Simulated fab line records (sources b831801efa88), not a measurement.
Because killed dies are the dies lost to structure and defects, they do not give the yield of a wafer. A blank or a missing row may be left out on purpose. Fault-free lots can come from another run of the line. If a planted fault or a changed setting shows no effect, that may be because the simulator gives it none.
fab line records -- flow sfq-line
[record] lots = 6, wafers = 18, last-day = 86
route steps=325 shown JJ@193 M5@198
lots untouched by any fault: they come from a run of this same line in which no faults occurred
start-h: hours from the record's first day to the start of the lot's first wafer shown -- wait-h: hours since the lot's step before -- " as in the row above -- L1.1+2: several wafers, shown together as one row -- - no value, or no start given -- * or withheld: withheld -- < > ~ a bound
route shown NAME@n: names a module that has steps shown in the file, with the first one's number in the route -- usual: mean/standard deviation taken from wafers without a fault -- same: alike in all rows -- chamber/n: place in a boat -- sites: the reading at each site -- _std_site: their standard deviation -- _edge_site: inner sites' mean taken away from outer sites' mean -- radius-mm: for every site, how far away it sits from the centre of the wafer -- mask NAME#n: copy n -- behind: the most recent tool/chamber to have shaped the wafer -- hold: the reason the lot was held/the length of the hold in hours/how it ended -- device: which transistor (n, p or np) failed to switch -- end of line: tests of these same wafers at the route's end -- for a step that has no rows: nothing shown but its recipe -- killed: dies that structure and defects cost at the first sort, which is not the same as the wafer's yield -- map: a wafer's dies, marking killed ones x, the rest . and places with no die _
set.NAME: the setting as run; set.NAME@STEP: as run at that earlier step -- model.NAME: the simulator's own value behind a step, which no gauge read
lots at selected steps of the route; one table per step, one row per wafer
services: from which hour (start-h, from the record's first day; less than 0 if before it) a tool's chamber was out of use, for how many hours, and why
[[steps]]
[step SFQ_TRILAYER_JJ_CE_BARC_OPEN_RIE_150]
[recipe] mask-material = PR, chemistry = O2, target-depth-nm = 240, target = BARC, icp-w = 600, bias-w = 80, pressure-mtorr = 10, time-s = 80
[usual] drypump-motor-current-A = 5.5/0.52, oes-product-au = 0.537/0.0042
lot.wafer,tool,chamber,start-h,wait-h,drypump-motor-current-A,oes-product-au,rf-hours-counter-h
L905.1,rie-metal-02,1,1100.35,1.0,5.2,0.538,11
L905.2,rie-metal-02,0,1100.35,1.0,6.1,0.538,23
L905.5,rie-metal-02,0,1100.35,1.0,6.2,0.541,-
L908.1,rie-metal-02,1,1287.93,1.0,5.2,0.527,38
L908.5,rie-metal-02,1,1287.93,1.0,5.2,0.536,-
L908.6,rie-metal-02,0,1287.93,1.0,6.1,0.529,-
L915.2,rie-metal-02,0,1375.58,0.8,6.1,0.532,73
L915.4,rie-metal-02,0,1375.58,0.8,6.1,0.533,-
L915.5,rie-metal-02,1,1375.58,0.8,5.2,0.530,-
L917.1,rie-metal-02,1,1411.58,1.0,5.2,0.531,53
L917.4,rie-metal-02,1,1411.58,1.0,5.2,0.538,-
L917.5,rie-metal-02,0,1411.58,1.0,6.1,0.539,-
L918.1,rie-metal-02,1,1415.18,1.0,5.2,0.533,53
L918.3,rie-metal-02,1,1415.18,1.0,5.1,0.538,-
L918.6,rie-metal-02,1,1415.18,1.0,5.2,0.536,-
L927.1,rie-metal-04,1,1463.09,1.0,5.8,0.538,60
L927.2,rie-metal-04,0,1463.09,1.0,4.8,0.545,73
L927.3,rie-metal-04,0,1463.09,1.0,4.8,0.543,-
[step SFQ_TRILAYER_JJ_CE_ETCH_RIE_118]
[recipe] target = Nb, stop-on = Al2O3, mask-material = PR, taper-deg = 13.257, over-etch-frac = 0.15, time-s = 97.7, chemistry = SF6, target-depth-nm = 170, icp-w = 600, bias-w = 80, pressure-mtorr = 9.727
[usual] drypump-motor-current-A = 5.5/0.52, oes-product-au = 0.990/0.0066
lot.wafer,tool,chamber,start-h,wait-h,drypump-motor-current-A,oes-product-au,rf-hours-counter-h
L905.1,rie-metal-02,1,1100.44,0.1,5.2,0.989,11
L905.2,rie-metal-02,0,1100.44,0.1,6.1,0.989,23
L905.5,rie-metal-02,0,1100.44,0.1,6.2,0.995,-
L908.1,rie-metal-02,1,1288.02,0.1,5.2,0.990,38
L908.5,rie-metal-02,1,1288.02,0.1,5.2,0.996,-
L908.6,rie-metal-02,0,1288.02,0.1,6.1,0.990,-
L915.2,rie-metal-02,0,1375.67,0.1,6.2,0.983,74
L915.4,rie-metal-02,0,1375.67,0.1,6.1,0.993,-
L915.5,rie-metal-02,1,1375.67,0.1,5.2,0.973,-
L917.1,rie-metal-02,1,1411.67,0.1,5.2,0.983,53
L917.4,rie-metal-02,1,1411.67,0.1,5.2,0.983,-
L917.5,rie-metal-02,0,1411.67,0.1,6.1,0.995,-
L918.1,rie-metal-02,1,1415.27,0.1,5.2,0.989,53
L918.3,rie-metal-02,1,1415.27,0.1,5.2,0.988,-
L918.6,rie-metal-02,1,1415.27,0.1,5.2,0.996,-
L927.1,rie-metal-04,1,1463.18,0.1,5.7,0.992,61
L927.2,rie-metal-04,0,1463.18,0.1,4.8,0.986,73
L927.3,rie-metal-04,0,1463.18,0.1,4.8,0.990,-
[step SFQ_TRILAYER_JJ_ANODIZE_ANODIZE_119]
[recipe] current-density-ma-cm2 = withheld, end-current-density-ma-cm2 = withheld, bath-temp-c = withheld
[step SFQ_TRILAYER_JJ_CE_STRIP_STRIP_120]
[recipe] gas = O2, power-w = 200, platen-temp-c = 40, overash-fraction = 0.65, chemistry = O2, pressure-mtorr = 50
[usual] drypump-motor-current-A = 5.5/0.53, oes-product-au = 1.002/0.0073
[same] overash-fraction = 0.65
lot.wafer,tool,chamber,start-h,wait-h,drypump-motor-current-A,oes-product-au,rf-hours-counter-h
L905.1,rie-metal-04,0,1101.04,0.0,4.8,1.009,14
L905.2,rie-metal-04,1,1101.04,0.0,5.8,0.989,9
L905.5,rie-metal-04,0,1101.04,0.0,4.8,1.000,-
L908.1,rie-metal-02,0,1288.63,0.0,6.1,0.996,64
L908.5,rie-metal-02,0,1288.63,0.0,6.1,0.997,-
L908.6,rie-metal-02,1,1288.63,0.0,5.2,1.006,-
L915.2,rie-metal-01,1,1376.28,0.0,6.2,1.013,45
L915.4,rie-metal-01,0,1376.28,0.0,5.3,0.997,-
L915.5,rie-metal-01,0,1376.28,0.0,5.3,1.013,-
L917.1,rie-metal-04,1,1412.28,0.0,5.8,1.002,56
L917.4,rie-metal-04,1,1412.28,0.0,5.8,1.005,-
L917.5,rie-metal-04,1,1412.28,0.0,5.8,1.007,-
L918.1,rie-metal-01,0,1415.88,0.0,5.3,1.016,94
L918.3,rie-metal-01,1,1415.88,0.0,6.2,1.006,-
L918.6,rie-metal-01,0,1415.88,0.0,5.3,1.007,-
L927.1,rie-metal-01,0,1463.79,0.0,5.3,0.996,102
L927.2,rie-metal-01,1,1463.79,0.0,6.2,1.011,58
L927.3,rie-metal-01,1,1463.79,0.0,6.2,1.000,-
[step SFQ_TRILAYER_JJ_CE_STRIP_SOLV_CLEAN_121]
[recipe] chemistry = NMP, temp-c = 70, time-s = 600
[step SFQ_TRILAYER_M5_LITHO_COAT_128]
[recipe] resist = BARC, spin-rpm = 3000, resist-thk-nm = 62
[step SFQ_TRILAYER_M5_LITHO_COAT_123]
[recipe] resist = KrF, spin-rpm = 3000, resist-thk-nm = 600
[step SFQ_TRILAYER_M5_LITHO_SOFTBAKE_127]
[recipe] temp-c = withheld, time-s = withheld, resist = KrF
[step SFQ_TRILAYER_M5_LITHO_EXPOSE_124]
[recipe] mask-id = M5, na = 0.6, source-shape = conventional, sigma-outer = 0.65, target-cd-nm = 700, dose-mj = 14.4
[step SFQ_TRILAYER_M5_LITHO_PEB_126]
[recipe] peb-temp-c = 115, peb-time-s = 60, resist = KrF
[step SFQ_TRILAYER_M5_LITHO_DEVELOP_125]
[recipe] time-s = 60, resist = KrF
[step SFQ_M5_OVL_MEAS_932]
[usual] M5_OVL = 2/4.7
lot.wafer,tool,chamber,start-h,wait-h,M5_OVL[nm]
L905.1,overlay-01,-,1104.07,0.1,-3
L905.2,overlay-01,-,1104.07,0.1,1
L905.5,overlay-01,-,1104.07,0.1,-2
L908.1,overlay-01,-,1406.74,0.1,3
L908.5,overlay-01,-,1406.74,0.1,2
L908.6,overlay-01,-,1406.74,0.1,5
L915.2,overlay-01,-,1512.85,0.1,5
L915.4,overlay-01,-,1512.85,0.1,1
L915.5,overlay-01,-,1512.85,0.1,-1
L917.1,overlay-02,-,1541.77,0.1,3
L917.4,overlay-02,-,1541.77,0.1,5
L917.5,overlay-02,-,1541.77,0.1,8
L918.1,overlay-01,-,1545.37,0.1,2
L918.3,overlay-01,-,1545.37,0.1,4
L918.6,overlay-01,-,1545.37,0.1,10
L927.1,overlay-02,-,1596.97,0.1,7
L927.2,overlay-02,-,1596.97,0.1,8
L927.3,overlay-02,-,1596.97,0.1,10
[step SFQ_TRILAYER_M5_BARC_OPEN_METAL_ETCH_161]
[recipe] mask-material = PR, chemistry = O2, target-depth-nm = 125, target = BARC, icp-w = 600, bias-w = 80, pressure-mtorr = 10, time-s = 41.7
[usual] drypump-motor-current-A = 5.9/0.61, oes-product-au = 0.685/0.0045
lot.wafer,tool,chamber,start-h,wait-h,drypump-motor-current-A,oes-product-au,rf-hours-counter-h,model.KrF_of_TRILAYER_M5_LITHO_COAT_123.thk-nm
L905.1,rie-metal-03,1,1104.11,0.0,6.1,0.688,95,524.7
L905.2,rie-metal-03,0,1104.11,0.0,6.6,0.681,86,523.2
L905.5,rie-metal-03,0,1104.11,0.0,6.6,0.687,-,522.3
L908.1,rie-metal-04,1,1406.78,0.0,5.8,0.688,54,524.2
L908.5,rie-metal-04,0,1406.78,0.0,4.8,0.684,-,523.8
L908.6,rie-metal-04,1,1406.78,0.0,5.8,0.686,-,524
L915.2,rie-metal-03,0,1512.88,0.0,6.6,0.689,2,523.6
L915.4,rie-metal-03,0,1512.88,0.0,6.7,0.693,-,522.2
L915.5,rie-metal-03,1,1512.88,0.0,6.1,0.677,-,529.4
L917.1,rie-metal-03,1,1541.80,0.0,6.1,0.689,16,530.8
L917.4,rie-metal-03,0,1541.80,0.0,6.6,0.679,-,521.6
L917.5,rie-metal-03,1,1541.80,0.0,6.1,0.684,-,530.7
L918.1,rie-metal-02,0,1545.40,0.0,6.1,0.690,99,526.8
L918.3,rie-metal-02,0,1545.40,0.0,6.1,0.690,-,525.4
L918.6,rie-metal-02,1,1545.40,0.0,5.2,0.683,-,526.1
L927.1,rie-metal-04,0,1597.00,0.0,4.8,0.682,91,521.7
L927.2,rie-metal-04,1,1597.00,0.0,5.8,0.682,78,523.1
L927.3,rie-metal-04,1,1597.00,0.0,5.8,0.689,-,523.6
[step SFQ_TRILAYER_M5_ETCH_METAL_ETCH_126]
[recipe] target = Nb, stop-on = SiO2, mask-material = PR, over-etch-frac = 0.15, time-s = 203.2, chemistry = Cl2/BCl3, target-depth-nm = 265, icp-w = 600, bias-w = 80, pressure-mtorr = 10
[usual] drypump-motor-current-A = 5.9/0.61, oes-product-au = 0.729/0.0052
lot.wafer,tool,chamber,start-h,wait-h,drypump-motor-current-A,oes-product-au,rf-hours-counter-h,model.KrF_of_TRILAYER_M5_LITHO_COAT_123.thk-nm
L905.1,rie-metal-03,1,1104.17,0.0,6.1,0.733,95,372.3
L905.2,rie-metal-03,0,1104.17,0.0,6.7,0.723,86,372.2
L905.5,rie-metal-03,0,1104.17,0.0,6.6,0.731,-,368.2
L908.1,rie-metal-04,1,1406.84,0.0,5.8,0.722,54,372.6
L908.5,rie-metal-04,0,1406.84,0.0,4.8,0.727,-,370.7
L908.6,rie-metal-04,1,1406.84,0.0,5.8,0.716,-,372.2
L915.2,rie-metal-03,0,1512.94,0.0,6.7,0.730,2,370.9
L915.4,rie-metal-03,0,1512.94,0.0,6.6,0.725,-,368.9
L915.5,rie-metal-03,1,1512.94,0.0,6.1,0.727,-,376.6
L917.1,rie-metal-03,1,1541.86,0.0,6.1,0.718,16,379.4
L917.4,rie-metal-03,0,1541.86,0.0,6.6,0.729,-,370.3
L917.5,rie-metal-03,1,1541.86,0.0,6.1,0.714,-,377.6
L918.1,rie-metal-02,0,1545.46,0.0,6.2,0.730,99,376.3
L918.3,rie-metal-02,0,1545.46,0.0,6.1,0.728,-,374
L918.6,rie-metal-02,1,1545.46,0.0,5.2,0.732,-,376.3
L927.1,rie-metal-04,0,1597.06,0.0,4.8,0.729,91,367.8
L927.2,rie-metal-04,1,1597.06,0.0,5.8,0.733,78,371
L927.3,rie-metal-04,1,1597.06,0.0,5.8,0.737,-,371.7
[step SFQ_TRILAYER_M5_STRIP_STRIP_127]
[recipe] gas = O2, power-w = 200, platen-temp-c = 40, overash-fraction = 0.65, chemistry = O2, pressure-mtorr = 50
[usual] drypump-motor-current-A = 5.8/0.62, oes-product-au = 0.998/0.0071
[same] overash-fraction = 0.65
lot.wafer,tool,chamber,start-h,wait-h,drypump-motor-current-A,oes-product-au,rf-hours-counter-h
L905.1,rie-metal-03,1,1104.36,0.1,6.1,1.001,95
L905.2,rie-metal-03,0,1104.36,0.1,6.6,1.010,86
L905.5,rie-metal-03,0,1104.36,0.1,6.6,0.991,-
L908.1,rie-metal-04,1,1407.03,0.1,5.8,1.003,55
L908.5,rie-metal-04,0,1407.03,0.1,4.8,1.004,-
L908.6,rie-metal-04,1,1407.03,0.1,5.8,0.991,-
L915.2,rie-metal-03,0,1513.13,0.1,6.6,0.985,2
L915.4,rie-metal-03,0,1513.13,0.1,6.6,0.990,-
L915.5,rie-metal-03,1,1513.13,0.1,6.1,1.000,-
L917.1,rie-metal-03,1,1542.06,0.1,6.1,1.000,16
L917.4,rie-metal-03,0,1542.06,0.1,6.6,0.997,-
L917.5,rie-metal-03,1,1542.06,0.1,6.1,0.990,-
L918.1,rie-metal-02,0,1545.66,0.1,6.1,0.992,99
L918.3,rie-metal-02,0,1545.66,0.1,6.1,0.989,-
L918.6,rie-metal-02,1,1545.66,0.1,5.2,0.995,-
L927.1,rie-metal-04,0,1597.26,0.1,4.8,1.014,91
L927.2,rie-metal-04,1,1597.26,0.1,5.8,0.991,79
L927.3,rie-metal-04,1,1597.26,0.1,5.8,1.003,-
[[services]]
tool,chamber,start-h,hours,kind
rie-metal-03,-,1085.31,15.8,repair
rie-metal-02,-,1091.76,2.8,pm
rie-metal-01,-,1115.28,28.1,pm
rie-metal-04,0,1135.30,3.4,repair
rie-metal-03,-,1138.70,2.8,pm
rie-metal-01,0,1158.35,12.4,repair
rie-metal-01,-,1183.03,4.3,pm
rie-metal-02,1,1203.92,48.4,repair
rie-metal-03,-,1205.98,1.4,pm
rie-metal-02,-,1263.77,0.3,repair
rie-metal-04,-,1325.86,1.9,repair
rie-metal-04,-,1330.58,2.8,pm
rie-metal-04,1,1375.14,14.0,repair
rie-metal-03,1,1396.74,3.9,repair
rie-metal-03,1,1400.66,-,clean
rie-metal-03,1,1400.66,-,consumable-replace:focus-ring
rie-metal-04,-,1413.75,0.3,repair
rie-metal-01,-,1449.10,0.9,repair
rie-metal-02,1,1468.06,4.8,repair
rie-metal-02,-,1470.36,1.4,pm
rie-metal-01,-,1489.10,10.0,pm
rie-metal-01,1,1501.29,4.5,repair
rie-metal-04,-,1530.47,1.1,repair
rie-metal-03,0,1532.72,6.4,repair
[[key]]
first-sign none at tools or gauges
[model-effect] step = SFQ_TRILAYER_M5_BARC_OPEN_METAL_ETCH_161, value = KrF_of_TRILAYER_M5_LITHO_COAT_123.thk-nm, without = 522.8, struck = 530.3
[model-effect] step = SFQ_TRILAYER_M5_ETCH_METAL_ETCH_126, value = KrF_of_TRILAYER_M5_LITHO_COAT_123.thk-nm, without = 370.3, struck = 377.9
met-at SFQ_TRILAYER_M5_BARC_OPEN_METAL_ETCH_161
struck-wafers L915.5,L917.1,L917.5
onset-between 1104.11 1512.88
[fault] kind = process-parameter-drift, tool = rie-metal-03, chamber = 1, onset-h = 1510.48, steps = SFQ_TRILAYER_M5_BARC_OPEN_METAL_ETCH_161, channel = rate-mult, offset = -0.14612, shape = step, end-h = 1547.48
